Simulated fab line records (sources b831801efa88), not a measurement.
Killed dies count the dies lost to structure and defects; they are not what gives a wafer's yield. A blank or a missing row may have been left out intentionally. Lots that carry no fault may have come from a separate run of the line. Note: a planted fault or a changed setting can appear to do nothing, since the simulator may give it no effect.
fab line records + flow sky130
record
- lots=14
- wafers=42
- last_day=50
route steps=708 shown LI_CONTACT@385 CONTACT@426 METAL1@438
lots with no fault: from the same line, run without faults
start_h: hours from the record's first day to the start of the lot's first wafer shown + wait_h: hours from the lot's prior step to this one + " the same as in the row above + L1.1+2: a row that stands for several wafers + - value missing, or start not given + * or withheld: withheld + < > ~ a bound
route shown NAME@n: a module of which the file shows steps, and the number in the route of the first + usual: mean and standard deviation over wafers with no fault + same: alike in all rows + chamber/n: place in a boat + sites: per-site readings + _std_site: standard deviation of those values + _edge_site: outer sites' mean less inner sites' + radius_mm: how far each site lies from the wafer's centre + mask NAME#n: copy n + behind: tool/chamber where the wafer was last shaped + hold: why the lot was held/for how many hours/how that ended + device: names the non-switching transistor (n, p or np) + end of line: at the end of the route, the tests of the same wafers + step lacking rows: just its recipe + killed: dies lost to structure and defects at the first sort, not the wafer's yield + map: a wafer's dies, marking killed ones x, the rest . and places with no die _
set.NAME: the run value of the setting; set.NAME@STEP: its run value at that earlier step + model.NAME: the simulator's own value behind a step, which no gauge read
route steps across a sampled set of lots; one table per step, one row per wafer
services: from which hour (start_h, from the record's first day; less than 0 if before it) a tool's chamber was out of use, for how many hours, and why
## steps
# step SKY_LI_CONTACT_THK_MEAS_23
# recipe
- thk_meas_gauge=xrf
- reads=W_of_LI_CONTACT_CVD_21
# usual
- LI_CONTACT_W_THK=404/9.3
| lot.wafer | tool          | chamber | start_h | wait_h | LI_CONTACT_W_THK[nm] |
|-----------|---------------|---------|---------|--------|----------------------|
| L141.1    | film_metro-01 | -       | 673.35  | 0.1    | 394                  |
| L141.5    | "             | -       | "       | "      | 396                  |
| L141.6    | "             | -       | "       | "      | 398                  |
| L142.2    | film_metro-01 | -       | 680.59  | 0.1    | 395                  |
| L142.3    | "             | -       | "       | "      | 401                  |
| L142.6    | "             | -       | "       | "      | 399                  |
| L144.3    | film_metro-02 | -       | 700.64  | 0.1    | 403                  |
| L144.4    | "             | -       | "       | "      | 401                  |
| L144.5    | "             | -       | "       | "      | 409                  |
| L147.2    | film_metro-04 | -       | 737.72  | 0.1    | 408                  |
| L147.3    | "             | -       | "       | "      | 406                  |
| L147.6    | "             | -       | "       | "      | 407                  |
| L148.3    | film_metro-04 | -       | 739.30  | 0.1    | 408                  |
| L148.4    | "             | -       | "       | "      | 416                  |
| L148.6    | "             | -       | "       | "      | 411                  |
| L149.1    | film_metro-04 | -       | 743.21  | 0.1    | 406                  |
| L149.3    | "             | -       | "       | "      | 413                  |
| L149.6    | "             | -       | "       | "      | 413                  |
| L150.1    | film_metro-02 | -       | 743.56  | 0.1    | 400                  |
| L150.2    | "             | -       | "       | "      | 411                  |
| L150.3    | "             | -       | "       | "      | 399                  |
| L155.1    | film_metro-04 | -       | 780.57  | 0.1    | 409                  |
| L155.2    | "             | -       | "       | "      | 411                  |
| L155.3    | "             | -       | "       | "      | 403                  |
| L156.1    | film_metro-01 | -       | 788.50  | 0.1    | 396                  |
| L156.3    | "             | -       | "       | "      | 394                  |
| L156.5    | "             | -       | "       | "      | 392                  |
| L158.1    | film_metro-01 | -       | 828.66  | 0.1    | 388                  |
| L158.2    | "             | -       | "       | "      | 406                  |
| L158.5    | "             | -       | "       | "      | 406                  |
| L160.2    | film_metro-02 | -       | 829.63  | 0.1    | 423                  |
| L160.5    | "             | -       | "       | "      | 427                  |
| L160.6    | "             | -       | "       | "      | 402                  |
| L161.1    | film_metro-01 | -       | 831.47  | 0.1    | 413                  |
| L161.4    | "             | -       | "       | "      | 415                  |
| L161.5    | "             | -       | "       | "      | 403                  |
| L163.4    | film_metro-01 | -       | 841.81  | 0.1    | 407                  |
| L163.5    | "             | -       | "       | "      | 392                  |
| L163.6    | "             | -       | "       | "      | 410                  |
| L164.2    | film_metro-04 | -       | 849.82  | 0.1    | 406                  |
| L164.3    | "             | -       | "       | "      | 419                  |
| L164.4    | "             | -       | "       | "      | 404                  |
# step SKY_CONTACT_STRIP_20
# recipe
- chemistry=post_etch_residue_remover
- time_s=1200
- temp_c=72.5
# usual
- bath_guard_temp_C=72.5/0.45
- temp_c=72.54/0.12
| lot.wafer | tool         | chamber | start_h | wait_h | bath_guard_temp_C | temp_c |
|-----------|--------------|---------|---------|--------|-------------------|--------|
| L141.1    | wet_bench-01 | 0       | 730.61  | 0.1    | 72.2              | 72.60  |
| L141.5    | "            | 0       | "       | "      | 72.1              | 72.48  |
| L141.6    | "            | 0       | "       | "      | 72.2              | 72.65  |
| L142.2    | wet_bench-02 | 1       | 737.64  | 0.1    | 73.6              | 72.65  |
| L142.3    | "            | 1       | "       | "      | 73.9              | 72.55  |
| L142.6    | "            | 1       | "       | "      | 73.4              | 72.70  |
| L144.3    | wet_bench-01 | 0       | 756.74  | 0.0    | 72.1              | 72.64  |
| L144.4    | "            | 0       | "       | "      | 72.3              | 72.40  |
| L144.5    | "            | 0       | "       | "      | 72.1              | 72.44  |
| L147.2    | wet_bench-01 | 3       | 793.51  | 0.1    | 73.1              | 72.66  |
| L147.3    | "            | 3       | "       | "      | 73.2              | 72.59  |
| L147.6    | "            | 3       | "       | "      | 73.0              | 72.64  |
| L148.3    | wet_bench-03 | 2       | 794.56  | 0.0    | 72.1              | 72.51  |
| L148.4    | "            | 2       | "       | "      | 72.2              | 72.72  |
| L148.6    | "            | 2       | "       | "      | 72.5              | 72.35  |
| L149.1    | wet_bench-02 | 3       | 797.39  | 0.1    | 72.6              | 72.55  |
| L149.3    | "            | 3       | "       | "      | 72.3              | 72.53  |
| L149.6    | "            | 3       | "       | "      | 72.2              | 72.63  |
| L150.1    | wet_bench-02 | 3       | 798.54  | 0.1    | 72.4              | 72.26  |
| L150.2    | "            | 3       | "       | "      | 72.6              | 72.40  |
| L150.3    | "            | 3       | "       | "      | 72.3              | 72.39  |
| L155.1    | wet_bench-02 | 0       | 834.76  | 0.1    | 72.1              | 72.59  |
| L155.2    | "            | 0       | "       | "      | 72.4              | 72.56  |
| L155.3    | "            | 0       | "       | "      | 72.6              | 72.59  |
| L156.1    | wet_bench-02 | 3       | 842.94  | 0.1    | 68.6              | 69.04  |
| L156.3    | "            | 3       | "       | "      | 69.0              | 69.07  |
| L156.5    | "            | 3       | "       | "      | 68.7              | 69.20  |
| L158.1    | wet_bench-02 | 3       | 883.29  | 0.1    | 68.8              | 68.62  |
| L158.2    | "            | 3       | "       | "      | 68.7              | 68.90  |
| L158.5    | "            | 3       | "       | "      | 68.9              | 68.73  |
| L160.2    | wet_bench-03 | 2       | 884.74  | 0.1    | 72.2              | 72.39  |
| L160.5    | "            | 2       | "       | "      | 72.2              | 72.47  |
| L160.6    | "            | 2       | "       | "      | 72.0              | 72.48  |
| L161.1    | wet_bench-03 | 3       | 886.19  | 0.1    | 72.7              | 72.37  |
| L161.4    | "            | 3       | "       | "      | 72.6              | 72.46  |
| L161.5    | "            | 3       | "       | "      | 72.6              | 72.44  |
| L163.4    | wet_bench-03 | 1       | 895.74  | 0.0    | 72.9              | 72.35  |
| L163.5    | "            | 1       | "       | "      | 73.1              | 72.69  |
| L163.6    | "            | 1       | "       | "      | 73.0              | 72.58  |
| L164.2    | wet_bench-01 | 0       | 903.84  | 0.1    | 72.0              | 72.46  |
| L164.3    | "            | 0       | "       | "      | 72.1              | 72.41  |
| L164.4    | "            | 0       | "       | "      | 72.7              | 72.49  |
# step SKY_CONTACT_RS_MEAS_25
# recipe
- thk_meas_gauge=four-point-probe
- reads=W_of_CONTACT_CVD_24+TiN_of_CONTACT_SPUTTER_23
# usual
- CONTACT_W_RS=0.337/0.0072
| lot.wafer | tool          | chamber | start_h | wait_h | CONTACT_W_RS[ohm/sq] |
|-----------|---------------|---------|---------|--------|----------------------|
| L141.1    | film_metro-03 | -       | 731.30  | 0.1    | 0.346                |
| L141.5    | "             | -       | "       | "      | 0.343                |
| L141.6    | "             | -       | "       | "      | 0.339                |
| L142.2    | film_metro-02 | -       | 738.32  | 0.1    | 0.341                |
| L142.3    | "             | -       | "       | "      | 0.327                |
| L142.6    | "             | -       | "       | "      | 0.326                |
| L144.3    | film_metro-03 | -       | 757.49  | 0.1    | 0.341                |
| L144.4    | "             | -       | "       | "      | 0.331                |
| L144.5    | "             | -       | "       | "      | 0.331                |
| L147.2    | film_metro-03 | -       | 794.19  | 0.1    | 0.340                |
| L147.3    | "             | -       | "       | "      | 0.343                |
| L147.6    | "             | -       | "       | "      | 0.327                |
| L148.3    | film_metro-03 | -       | 795.26  | 0.1    | 0.333                |
| L148.4    | "             | -       | "       | "      | 0.321                |
| L148.6    | "             | -       | "       | "      | 0.335                |
| L149.1    | film_metro-03 | -       | 798.05  | 0.1    | 0.337                |
| L149.3    | "             | -       | "       | "      | 0.341                |
| L149.6    | "             | -       | "       | "      | 0.337                |
| L150.1    | film_metro-03 | -       | 799.20  | 0.1    | 0.336                |
| L150.2    | "             | -       | "       | "      | 0.324                |
| L150.3    | "             | -       | "       | "      | 0.334                |
| L155.1    | film_metro-03 | -       | 835.45  | 0.1    | 0.329                |
| L155.2    | "             | -       | "       | "      | 0.343                |
| L155.3    | "             | -       | "       | "      | 0.343                |
| L156.1    | film_metro-04 | -       | 844.01  | 0.1    | 0.327                |
| L156.3    | "             | -       | "       | "      | 0.343                |
| L156.5    | "             | -       | "       | "      | 0.327                |
| L158.1    | film_metro-03 | -       | 884.11  | 0.2    | 0.344                |
| L158.2    | "             | -       | "       | "      | 0.340                |
| L158.5    | "             | -       | "       | "      | 0.345                |
| L160.2    | film_metro-03 | -       | 885.46  | 0.1    | 0.324                |
| L160.5    | "             | -       | "       | "      | 0.338                |
| L160.6    | "             | -       | "       | "      | 0.325                |
| L161.1    | film_metro-02 | -       | 887.00  | 0.2    | 0.344                |
| L161.4    | "             | -       | "       | "      | 0.343                |
| L161.5    | "             | -       | "       | "      | 0.346                |
| L163.4    | film_metro-03 | -       | 896.50  | 0.1    | 0.334                |
| L163.5    | "             | -       | "       | "      | 0.339                |
| L163.6    | "             | -       | "       | "      | 0.338                |
| L164.2    | film_metro-03 | -       | 904.52  | 0.1    | 0.350                |
| L164.3    | "             | -       | "       | "      | 0.345                |
| L164.4    | "             | -       | "       | "      | 0.348                |
# step SKY_METAL1_SPUTTER_04
# recipe
- material=TiN
- target_thk_nm=70
- power_w=6500
- time_s=58.3
- chamber_pressure_pa=0.4
# usual
- cathode_dc_power_W=6500.1/1.3
- throttle_valve_pct=29.7/0.94
| lot.wafer | tool           | chamber | start_h | wait_h | cathode_dc_power_W | throttle_valve_pct |
|-----------|----------------|---------|---------|--------|--------------------|--------------------|
| L141.1    | pvd_sputter-01 | -       | 731.87  | 0.0    | 6499.5             | 30.8               |
| L141.5    | "              | -       | "       | "      | 6500.5             | 29.9               |
| L141.6    | "              | -       | "       | "      | 6497.8             | 29.1               |
| L142.2    | pvd_sputter-01 | -       | 738.87  | 0.0    | 6501.2             | 30.2               |
| L142.3    | "              | -       | "       | "      | 6500.8             | 30.7               |
| L142.6    | "              | -       | "       | "      | 6499.6             | 30.7               |
| L144.3    | pvd_sputter-03 | -       | 758.02  | 0.0    | 6499.5             | 28.2               |
| L144.4    | "              | -       | "       | "      | 6501.2             | 29.4               |
| L144.5    | "              | -       | "       | "      | 6500.4             | 28.7               |
| L147.2    | pvd_sputter-01 | -       | 794.74  | 0.0    | 6500.2             | 30.2               |
| L147.3    | "              | -       | "       | "      | 6501.3             | 30.2               |
| L147.6    | "              | -       | "       | "      | 6499.1             | 30.1               |
| L148.3    | pvd_sputter-04 | -       | 795.79  | 0.0    | 6499.2             | 29.9               |
| L148.4    | "              | -       | "       | "      | 6498.8             | 30.2               |
| L148.6    | "              | -       | "       | "      | 6501.0             | 28.2               |
| L149.1    | pvd_sputter-04 | -       | 798.62  | 0.0    | 6501.6             | 28.4               |
| L149.3    | "              | -       | "       | "      | 6499.8             | 30.1               |
| L149.6    | "              | -       | "       | "      | 6501.7             | 29.8               |
| L150.1    | pvd_sputter-03 | -       | 799.77  | 0.0    | 6499.4             | 31.0               |
| L150.2    | "              | -       | "       | "      | 6501.9             | 29.0               |
| L150.3    | "              | -       | "       | "      | 6499.6             | 28.8               |
| L155.1    | pvd_sputter-04 | -       | 836.02  | 0.0    | 6500.3             | 29.7               |
| L155.2    | "              | -       | "       | "      | 6500.3             | 30.3               |
| L155.3    | "              | -       | "       | "      | 6497.1             | 28.5               |
| L156.1    | pvd_sputter-03 | -       | 844.58  | 0.0    | 6499.7             | 29.1               |
| L156.3    | "              | -       | "       | "      | 6500.9             | 31.2               |
| L156.5    | "              | -       | "       | "      | 6498.9             | 31.0               |
| L158.1    | pvd_sputter-01 | -       | 884.68  | 0.0    | 6500.4             | 30.7               |
| L158.2    | "              | -       | "       | "      | 6500.9             | 30.5               |
| L158.5    | "              | -       | "       | "      | 6499.5             | 30.4               |
| L160.2    | pvd_sputter-01 | -       | 886.01  | 0.0    | 6499.1             | 29.3               |
| L160.5    | "              | -       | "       | "      | 6499.0             | 30.2               |
| L160.6    | "              | -       | "       | "      | 6500.9             | 30.4               |
| L161.1    | pvd_sputter-04 | -       | 887.57  | 0.0    | 6500.1             | 29.7               |
| L161.4    | "              | -       | "       | "      | 6500.5             | 28.1               |
| L161.5    | "              | -       | "       | "      | 6500.2             | 28.2               |
| L163.4    | pvd_sputter-04 | -       | 897.01  | 0.0    | 6500.3             | 30.2               |
| L163.5    | "              | -       | "       | "      | 6501.1             | 29.9               |
| L163.6    | "              | -       | "       | "      | 6499.9             | 28.3               |
| L164.2    | pvd_sputter-01 | -       | 905.07  | 0.0    | 6499.9             | 30.3               |
| L164.3    | "              | -       | "       | "      | 6500.0             | 30.9               |
| L164.4    | "              | -       | "       | "      | 6501.1             | 30.0               |
## services
| tool           | chamber | start_h | hours | kind   |
|----------------|---------|---------|-------|--------|
| pvd_sputter-01 | -       | 725.94  | 0.5   | repair |
| pvd_sputter-04 | -       | 793.85  | 1.6   | repair |
| pvd_sputter-03 | -       | 807.58  | 1.4   | repair |
| pvd_sputter-03 | -       | 879.07  | 4.5   | repair |
## key
first_sign
- step=SKY_CONTACT_STRIP_20
- reading=temp_c
- direction=down
- sigmas=30
- usual=*
- struck=*
effect
- step=SKY_CONTACT_STRIP_20
- reading=bath_guard_temp_C
- direction=down
- sigmas=8.2
- usual=*
- struck=*
met_at SKY_CONTACT_STRIP_20
struck_lots L156,L158
tester_left_out L156,L158
not_acting_at SKY_LI_CONTACT_THK_MEAS_23,SKY_CONTACT_RS_MEAS_25,SKY_METAL1_SPUTTER_04
onset_between 834.76 842.94
fault
- kind=process_parameter_drift
- tool=wet_bench-02
- chamber=-
- onset_h=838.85
- steps=SKY_CONTACT_STRIP_20
- channel=temp_c
- offset=*
- shape=step
- end_h=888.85
- acts_in=*
- stated=*
# tester_left_out: of these lots the tester's yield and bins aren't shown, on N5 and GAA mostly nor the transistor test; their killed dies are dies lost to structure and defects alone, not to doping, threshold or leakage, so they don't give the yield
